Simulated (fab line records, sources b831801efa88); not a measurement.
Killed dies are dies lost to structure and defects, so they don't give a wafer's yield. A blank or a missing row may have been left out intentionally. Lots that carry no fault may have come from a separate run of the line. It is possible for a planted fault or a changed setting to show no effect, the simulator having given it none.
fab line records	flow sky130
[record] lots = 12	wafers = 36	last_day = 50
route steps=708 shown LI_CONTACT@376 LOCAL_INTERCONNECT@393 CONTACT@407 PAD_OPEN@708
lots with no fault: from the same line, run without faults
start_h: start of the lot's first displayed wafer, in hours after the record's first day	wait_h: hours elapsed since this lot's preceding step	" same as the row above	L1.1+2: several wafers, shown together as one row	- no value, or no start was given	* or withheld: withheld	< > ~ a bound
route shown NAME@n: NAME is a module with steps in the file, n the number in the route of the first one	usual: mean and standard deviation over wafers with no fault	same: alike in all rows	chamber/n: place in a boat	sites: each site's reading	_std_site: standard deviation of those values	_edge_site: the outer-site mean with the inner-site mean subtracted	radius_mm: how far each site lies from the wafer's centre	mask NAME#n: copy n	behind: the tool/chamber that last shaped the wafer	hold: why the lot went on hold/how many hours it stayed there/how the hold came to an end	device: names the non-switching transistor (n, p or np)	end of line: at the end of the route, the tests of the same wafers	a step with no rows: only its recipe	killed: dies that structure and defects cost at the first sort, which is not the same as the wafer's yield	map: per-die view of a wafer (x killed, . not killed, _ where there is no die)
set.NAME: the setting the step ran with; set.NAME@STEP: the setting that earlier step ran with	model.NAME: the simulator's own value behind a step, which no gauge read
one table for each step of the route and one row for each wafer, over a sample of lots
services: from which hour (start_h, from the record's first day; less than 0 if before it) a tool's chamber was out of use, for how many hours, and why
[[steps]]
[step SKY_LI_CONTACT_ETCH_14]
[recipe] chemistry = N2/H2	target = BARC	ion_energy_ev = 200	source_w = 500	bias_w = 100	pressure_mtorr = 30	n2_flow_sccm = 100	h2_flow_sccm = 200	stop_on = SiO2	time_s = 45.9	target_depth_a = 600
[usual] drypump_motor_current_A = 5.9/0.5	oes_product_au = 0.855/0.0045	throttle_valve_pct = 13.224/0.0097
lot.wafer	tool	chamber	start_h	wait_h	drypump_motor_current_A	oes_product_au	rf_hours_counter_h	throttle_valve_pct
L704.2	rie_diel-04	1	679.08	0.0	6.2	0.853	5	13.224
L704.3	"	2	"	"	5.3	0.860	54	13.225
L704.6	"	0	"	"	5.5	0.854	-	13.225
L705.2	rie_diel-01	2	688.08	0.0	6.6	0.852	20	13.223
L705.3	"	1	"	"	5.7	0.852	3	13.220
L705.4	"	0	"	"	6.5	0.847	30	13.225
L706.2	rie_diel-01	1	701.39	0.0	5.7	0.850	4	13.225
L706.4	"	2	"	"	6.6	0.857	20	13.217
L706.5	"	2	"	"	6.6	0.853	-	13.217
L709.1	rie_diel-01	3	736.81	0.0	5.4	0.848	9	13.211
L709.3	"	2	"	"	6.6	0.850	21	13.227
L709.6	"	0	"	"	6.5	0.859	-	13.207
L713.1	rie_diel-01	3	760.48	0.0	5.4	0.848	10	13.219
L713.4	"	2	"	"	6.6	0.863	22	13.239
L713.5	"	3	"	"	5.4	0.852	-	13.210
L715.1	rie_diel-01	0	774.94	0.0	6.4	0.852	32	13.242
L715.3	"	1	"	"	5.7	0.856	6	13.206
L715.6	"	0	"	"	6.4	0.862	-	13.221
L716.1	rie_diel-02	2	792.23	0.0	5.3	0.851	5	13.228
L716.4	"	3	"	"	6.4	0.867	3	13.232
L716.5	"	0	"	"	5.2	0.853	-	13.230
L720.1	rie_diel-04	2	810.88	0.0	5.4	0.850	0	13.225
L720.2	"	1	"	"	6.2	0.858	6	13.237
L720.5	"	3	"	"	6.1	0.854	-	13.232
L721.1	rie_diel-01	3	822.68	0.0	5.4	0.853	12	13.222
L721.4	"	3	"	"	5.4	0.855	-	13.225
L721.6	"	2	"	"	6.6	0.857	-	13.213
L724.1	rie_diel-04	2	849.38	0.0	5.4	0.857	1	13.225
L724.2	"	0	"	"	5.5	0.861	11	13.224
L724.6	"	1	"	"	6.2	0.853	-	13.218
L726.3	rie_diel-02	2	866.78	0.0	5.2	0.860	7	13.224
L726.4	"	0	"	"	5.2	0.846	14	13.217
L726.5	"	0	"	"	5.2	0.855	-	13.227
L725.1	rie_diel-01	1	867.13	0.0	5.7	0.856	8	13.231
L725.3	"	0	"	"	6.4	0.861	1	13.217
L725.5	"	1	"	"	5.7	0.856	-	13.215
[step SKY_LOCAL_INTERCONNECT_COAT_06]
[recipe] resist = KrF-thick	spin_rpm = 3000	resist_thk_nm = 450
[usual] spin_speed_rpm = 2999.7/2.4
lot.wafer	tool	chamber	start_h	wait_h	spin_speed_rpm
L704.2	litho_track-02	0	695	-	2999.0
L704.3	"	0	"	"	2998.9
L704.6	"	0	"	"	3000.6
L705.2	litho_track-02	0	703	-	2998.9
L705.3	"	0	"	"	3000.3
L705.4	"	0	"	"	2998.1
L706.2	litho_track-03	0	716	-	3000.0
L706.4	"	0	"	"	3000.3
L706.5	"	0	"	"	2999.8
L709.1	litho_track-02	0	751	-	3002.0
L709.3	"	0	"	"	3002.2
L709.6	"	0	"	"	2997.6
L713.1	litho_track-02	0	774	-	3125.9
L713.4	"	0	"	"	3123.9
L713.5	"	0	775	-	3125.4
L715.1	litho_track-02	0	789	-	3127.3
L715.3	"	0	"	"	3121.7
L715.6	"	0	"	"	3126.0
L716.1	litho_track-02	0	806	-	3129.2
L716.4	"	0	"	"	3125.1
L716.5	"	0	"	"	3128.3
L720.1	litho_track-04	0	825	-	3003.6
L720.2	"	0	"	"	3004.9
L720.5	"	0	"	"	2998.9
L721.1	litho_track-04	0	836	-	3000.9
L721.4	"	0	"	"	2998.8
L721.6	"	0	"	"	2997.6
L724.1	litho_track-02	0	863	-	2998.6
L724.2	"	0	"	"	2999.7
L724.6	"	0	"	"	3001.0
L726.3	litho_track-02	0	880	-	2998.4
L726.4	"	0	"	"	3000.3
L726.5	"	0	"	"	2999.0
L725.1	litho_track-02	0	881	-	2999.7
L725.3	"	0	"	"	2998.9
L725.5	"	0	"	"	3000.1
[step SKY_LOCAL_INTERCONNECT_OVL_MEAS_12]
[usual] LOCAL_INTERCONNECT_OVL = -1/5.4
lot.wafer	tool	chamber	start_h	wait_h	LOCAL_INTERCONNECT_OVL[nm]
L704.2	overlay-02	-	709.35	0.1	4
L704.3	"	-	"	"	-3
L704.6	"	-	"	"	-4
L705.2	overlay-02	-	717.56	0.1	-3
L705.3	"	-	"	"	2
L705.4	"	-	"	"	0
L706.2	overlay-01	-	731.48	0.1	7
L706.4	"	-	"	"	9
L706.5	"	-	"	"	4
L709.1	overlay-02	-	766.28	0.1	3
L709.3	"	-	"	"	4
L709.6	"	-	"	"	11
L713.1	overlay-01	-	787.95	0.1	-2
L713.4	"	-	"	"	-2
L713.5	"	-	"	"	-5
L715.1	overlay-01	-	802.09	0.1	0
L715.3	"	-	"	"	3
L715.6	"	-	"	"	1
L716.1	overlay-02	-	820.28	0.1	-2
L716.4	"	-	"	"	0
L716.5	"	-	"	"	0
L720.1	overlay-01	-	838.78	0.1	0
L720.2	"	-	"	"	-15
L720.5	"	-	"	"	-4
L721.1	overlay-02	-	850.38	0.1	0
L721.4	"	-	"	"	-1
L721.6	"	-	"	"	-7
L724.1	overlay-01	-	877.53	0.1	11
L724.2	"	-	"	"	9
L724.6	"	-	"	"	8
L726.3	overlay-01	-	894.31	0.1	3
L726.4	"	-	"	"	-5
L726.5	"	-	"	"	0
L725.1	overlay-02	-	894.89	0.1	-5
L725.3	"	-	"	"	-7
L725.5	"	-	"	"	-8
[step SKY_LOCAL_INTERCONNECT_STRIP_15]
[recipe] chemistry = O2/N2	power_w = 1400	pressure_mtorr = 1500	platen_temp_c = withheld	o2_flow_sccm = 3000	n2_flow_sccm = 300	overash_fraction = 0.5
[usual] drypump_motor_current_A = 5.6/0.33	oes_product_au = 0.428/0.0045	strip_time_to_endpoint_s = 4.750/0.03
lot.wafer	tool	chamber	start_h	wait_h	drypump_motor_current_A	oes_product_au	rf_hours_counter_h	strip_time_to_endpoint_s
L704.2	plasma_asher-01	0	709.49	0.0	5.2	0.433	28	4.760
L704.3	"	1	"	"	5.2	0.435	-	4.779
L704.6	"	0	"	"	5.3	0.426	-	4.727
L705.2	plasma_asher-01	0	717.70	0.0	5.2	0.430	29	4.805
L705.3	"	1	"	"	5.2	0.431	-	4.770
L705.4	"	0	"	"	5.2	0.428	-	4.769
L706.2	plasma_asher-01	1	731.62	0.0	5.2	0.428	30	4.772
L706.4	"	0	"	"	5.2	0.431	-	4.738
L706.5	"	0	"	"	5.2	0.430	-	4.779
L709.1	plasma_asher-01	0	766.43	0.0	5.2	0.428	33	4.719
L709.3	"	1	"	"	5.2	0.422	-	4.731
L709.6	"	1	"	"	5.2	0.424	-	4.706
L713.1	plasma_asher-02	1	788.10	0.0	5.4	0.424	95	4.656
L713.4	"	1	"	"	5.4	0.425	-	4.637
L713.5	"	1	"	"	5.4	0.425	-	4.639
L715.1	plasma_asher-04	1	802.24	0.0	6.0	0.417	5	4.623
L715.3	"	0	"	"	6.1	0.427	-	4.635
L715.6	"	1	"	"	6.0	0.424	-	4.637
L716.1	plasma_asher-04	1	820.43	0.0	6.1	0.424	7	4.639
L716.4	"	0	"	"	6.0	0.425	-	4.686
L716.5	"	0	"	"	6.0	0.425	-	4.652
L720.1	plasma_asher-02	1	838.93	0.0	5.5	0.426	100	4.696
L720.2	"	0	"	"	5.8	0.423	100	4.704
L720.5	"	0	"	"	5.9	0.424	-	4.710
L721.1	plasma_asher-02	1	850.53	0.0	5.5	0.427	101	4.726
L721.4	"	1	"	"	5.4	0.426	-	4.750
L721.6	"	0	"	"	5.8	0.426	-	4.737
L724.1	plasma_asher-02	1	877.68	0.0	5.4	0.431	104	4.786
L724.2	"	0	"	"	5.9	0.432	104	4.828
L724.6	"	1	"	"	5.5	0.434	-	4.753
L726.3	plasma_asher-01	1	894.48	0.1	5.1	0.432	-	4.752
L726.4	"	0	"	"	5.2	0.424	-	4.717
L726.5	"	1	"	"	5.2	0.429	-	4.766
L725.1	plasma_asher-01	1	895.04	0.0	5.2	0.438	45	4.803
L725.3	"	0	"	"	5.2	0.435	-	4.736
L725.5	"	1	"	"	5.2	0.437	-	4.763
[step SKY_CONTACT_THK_MEAS_01]
[recipe] reads = Si3N4_of_CONTACT_CVD_00
[usual] CONTACT_CVD_00_THK = 75.0/1.4
lot.wafer	tool	chamber	start_h	wait_h	CONTACT_CVD_00_THK[nm]
L704.2	film_metro-02	-	710.14	-	73.1
L704.3	"	-	"	"	74.4
L704.6	"	-	"	"	74.1
L705.2	film_metro-02	-	718.33	-	74.3
L705.3	"	-	"	"	73.9
L705.4	"	-	"	"	78.4
L706.2	film_metro-02	-	732.25	-	73.4
L706.4	"	-	"	"	73.0
L706.5	"	-	"	"	74.4
L709.1	film_metro-03	-	767.06	-	75.9
L709.3	"	-	"	"	73.1
L709.6	"	-	"	"	77.0
L713.1	film_metro-01	-	788.77	-	72.1
L713.4	"	-	"	"	74.9
L713.5	"	-	"	"	77.0
L715.1	film_metro-01	-	802.87	-	73.4
L715.3	"	-	"	"	76.0
L715.6	"	-	"	"	75.4
L716.1	film_metro-03	-	821.06	-	72.2
L716.4	"	-	"	"	76.1
L716.5	"	-	"	"	73.8
L720.1	film_metro-03	-	839.56	-	74.1
L720.2	"	-	"	"	75.9
L720.5	"	-	"	"	73.4
L721.1	film_metro-03	-	851.16	-	76.0
L721.4	"	-	"	"	73.1
L721.6	"	-	"	"	74.1
L724.1	film_metro-02	-	878.31	-	74.9
L724.2	"	-	"	"	73.7
L724.6	"	-	"	"	76.0
L726.3	film_metro-01	-	895.10	-	74.9
L726.4	"	-	"	"	75.1
L726.5	"	-	"	"	75.7
L725.1	film_metro-03	-	895.67	-	75.2
L725.3	"	-	"	"	75.9
L725.5	"	-	"	"	75.8
[step SKY_PAD_OPEN_PROBE_99]
[usual] killed_at_M0_to_M3 = 42/6.9	killed_at_M4_up = 3.2/1.7	killed_at_contacts = 25/5.1	killed_at_front_end = 15/4.5	killed_at_other = 0.4/0.63	killed_dies = 86/9.3	killed_open = 46/7	killed_short = 39/6.9
[same] gross_dies = 492	killed_at_back_side = 0
lot.wafer	tool	chamber	start_h	wait_h	killed_at_M0_to_M3	killed_at_M4_up	killed_at_contacts	killed_at_front_end	killed_at_other	killed_dies	killed_open	killed_short
L706.2	prober-02	-	1096.54	0.1	42	8	20	17	0	87	48	39
L706.4	prober-02	-	1096.64	0.2	28	3	24	23	0	78	46	32
L706.5	prober-02	-	1096.69	0.2	49	3	32	15	0	99	61	38
L713.1	prober-02	-	1138.55	0.1	56	6	22	8	0	92	46	45
L713.4	prober-02	-	1138.70	0.2	54	4	29	12	0	99	42	56
L713.5	prober-02	-	1138.75	0.2	46	4	26	11	0	87	39	47
// killed by level:class
L706.2 VIA3:geometric_particle:open=9 METAL1:geometric_particle:short=8 VIA2:geometric_particle:open=7 CONTACT:geometric_particle:open=7 METAL4:geometric_particle:short=6 VIA1:geometric_particle:short=6 VIA1:geometric_particle:open=6 POLY_GATE:geometric_particle:open=5
L706.4 LI_CONTACT:geometric_particle:open=11 CONTACT:geometric_particle:open=7 VIA2:geometric_particle:open=7 POLY_GATE:geometric_particle:open=6 VIA1:geometric_particle:open=6 VIA1:geometric_particle:short=5 FIELD_ISO:geometric_particle:short=4 VIA3:geometric_particle:short=3
L706.5 CONTACT:geometric_particle:open=13 LI_CONTACT:geometric_particle:open=12 VIA1:geometric_particle:open=11 METAL1:geometric_particle:short=7 VIA1:geometric_particle:short=7 VIA3:geometric_particle:open=7 POLY_GATE:geometric_particle:open=6 METAL1:geometric_particle:open=5
L713.1 VIA1:geometric_particle:open=14 CONTACT:geometric_particle:open=10 METAL1:geometric_particle:short=9 VIA3:geometric_particle:open=6 VIA1:geometric_particle:short=5 METAL2:geometric_particle:short=5 METAL3:geometric_particle:short=5 LI_CONTACT:geometric_particle:open=4
L713.4 METAL1:geometric_particle:short=11 CONTACT:geometric_particle:open=10 VIA1:geometric_particle:open=9 CONTACT:geometric_particle:short=8 METAL2:geometric_particle:short=7 LI_CONTACT:geometric_particle:open=5 LOCAL_INTERCONNECT:geometric_particle:short=5 METAL2:geometric_particle:open=5
L713.5 VIA1:geometric_particle:open=8 METAL2:geometric_particle:short=8 VIA2:geometric_particle:open=8 POLY_GATE:geometric_particle:short=7 CONTACT:geometric_particle:open=7 METAL1:geometric_particle:short=7 LI_CONTACT:geometric_particle:open=6 CONTACT:geometric_particle:short=6
[[services]]
tool	chamber	start_h	hours	kind
rie_diel-04	0	664.25	4.0	repair
rie_diel-04	1	666.64	1.3	repair
plasma_asher-01	-	679.05	14.7	repair
plasma_asher-02	-	691.80	0.5	repair
plasma_asher-01	-	693.75	2.8	pm
rie_diel-02	2	702.01	2.2	repair
rie_diel-04	-	704.10	2.8	pm
plasma_asher-01	-	709.86	2.4	repair
rie_diel-04	-	728.15	76.0	repair
plasma_asher-04	-	733.75	9.0	pm
plasma_asher-01	-	738.93	9.2	repair
rie_diel-04	3	745.12	5.5	repair
plasma_asher-04	-	750.26	10.0	pm
rie_diel-04	-	761.17	1.8	repair
rie_diel-02	-	787.82	2.8	pm
plasma_asher-04	-	797.02	2.8	pm
rie_diel-01	0	804.01	-	clean
rie_diel-01	0	804.01	23.6	scheduled_down
rie_diel-01	0	804.01	23.6	vent_cycle
plasma_asher-02	-	812.74	3.3	repair
rie_diel-04	-	854.65	0.6	repair
rie_diel-04	1	860.03	1.4	repair
rie_diel-02	1	869.65	4.2	repair
plasma_asher-01	-	885.80	7.4	repair
[[key]]
[first_sign] step = SKY_LOCAL_INTERCONNECT_COAT_06	reading = spin_speed_rpm	direction = up	sigmas = 53	usual = 2999.7	struck = 3125.9
[effect] step = SKY_LOCAL_INTERCONNECT_STRIP_15	reading = strip_time_to_endpoint_s	direction = down	sigmas = 3.5	usual = *	struck = *
met_at SKY_LOCAL_INTERCONNECT_COAT_06
struck_lots L713,L715,L716
tester_left_out L713,L715,L716
not_acting_at SKY_LI_CONTACT_ETCH_14,SKY_LOCAL_INTERCONNECT_OVL_MEAS_12,SKY_CONTACT_THK_MEAS_01
onset_between 751 774
[fault] kind = process_parameter_drift	tool = litho_track-02	chamber = -	onset_h = 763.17	steps = SKY_LOCAL_INTERCONNECT_COAT_06	channel = spin_rpm	offset = 124.44	shape = step	end_h = 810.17	acts_in = these_recipes_only	stated = 3000
// tester_left_out: of these lots the tester's yield and bins aren't shown, on N5 and GAA mostly nor the transistor test; their killed dies are dies lost to structure and defects alone, not to doping, threshold or leakage, so they don't give the yield
